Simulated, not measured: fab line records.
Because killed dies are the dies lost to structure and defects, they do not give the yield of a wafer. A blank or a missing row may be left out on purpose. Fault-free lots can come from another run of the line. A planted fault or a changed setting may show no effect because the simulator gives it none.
Problem report, 8D (eight disciplines) form, completed by code | flow gf180mcu | the parts of the form that need people (team, actions taken, sign-off) are left out

== 1. PROBLEM STATEMENT ==
HV_LDD_RS at GF_HV_LDD_RS_MEAS_53 reads a mean of 423.9 ohm/sq on 6 wafers of 2 lots; wafers without a fault read 418.6 ohm/sq with a standard deviation of 0.88. That is +6.0 standard deviations from the usual mean.
The step: measures by four-point-probe.
Earliest sighting: wafer L723.1 on film metro-03 at day 18 10:44. The record has a number at this step for 39 wafers belonging to 13 lots. Rule for "out" (also "out of limits"): further than 4 standard deviations from the usual mean. Any other wafer with a number is counted as sound.

== 2. WHAT IT IS, WHAT IT ISN'T ==
question                    | is                     | is not
which readings at this step | HV_LDD_RS              | -
which lots                  | L723, L726             | L706, L707, L708, L710, L713, L714, L716, L717, L718, L719, L725
which wafers of those lots  | all that have a number | -
read on which gauges        | film metro-03          | film metro-01, film metro-04
when                        | from day 18 10:44      | up to then (30 sound wafers); but 3 sound wafers of L725 came after

== 3. SUSPECTS, AND WHAT RULES EACH OUT ==
Counting: a tool at a process step up to the reading stays a suspect if it ran every lot that is out and no sound lot after the first of them.
- the gauge at GF_HV_LDD_RS_MEAS_53 is ruled out. All the wafers that are out were read on film metro-03, but those of them that GF_HV_LDD_IMPLANT_09 has rows for are out there too, on other tools.
- implanter-02 at GF_HV_LDD_IMPLANT_09: kept. It ran every lot that is out, first L723 (day 15 14:20), and no sound lot after that; its last sound lot up to then is L718 (day 14 08:00). Its own readings are out on those wafers: dose ions cm2.
The count leaves implanter-02 at GF_HV_LDD_IMPLANT_09.

== 4. THE CAUSE (what the simulator had put in) ==
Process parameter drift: implanter-02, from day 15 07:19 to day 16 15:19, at GF_HV_LDD_IMPLANT_09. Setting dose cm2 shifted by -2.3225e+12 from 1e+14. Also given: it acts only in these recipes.
After counting, this tool was the only one left.

== 5. SEQUENCE OF EFFECTS, ordered by route ==
Each row: a reading whose mean over the struck wafers that have a number lies more than 3 standard deviations from the usual. Scope: only readings with a usual standard deviation given in the record; hours: median across lots of the time from each lot's start at the first step in this table that gives one to its start at this step; sigmas: change in usual standard deviations.
hours | step                 | reading       | usual        | on struck wafers | change      | sigmas
0     | GF_HV_LDD_IMPLANT_09 | dose ions cm2 | 1.0001e+14   | 9.7648e+13       | -2.3617e+12 | -25
70    | GF_HV_LDD_RS_MEAS_53 | HV_LDD_RS     | 418.6 ohm/sq | 423.9            | +5.3        | +6.0
The process steps in it:
- GF_HV_LDD_IMPLANT_09

== 6. HOW IT WOULD HAVE BEEN CAUGHT EARLIER ==
The first out-of-limits reading at a measuring or inspecting step in this record came at day 18 10:44, 75 hours after the fault's start at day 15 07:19.
At GF_HV_LDD_IMPLANT_09, the tool's own readings (dose ions cm2) were out on each struck wafer the step has a row for, so an alarm limit on them would have fired on the first such wafer.
Each of the lots that are out, 2 in all, had begun GF_HV_LDD_IMPLANT_09 on implanter-02 no later than day 18 10:44. A hold on the tool at that time would have spared none of them.
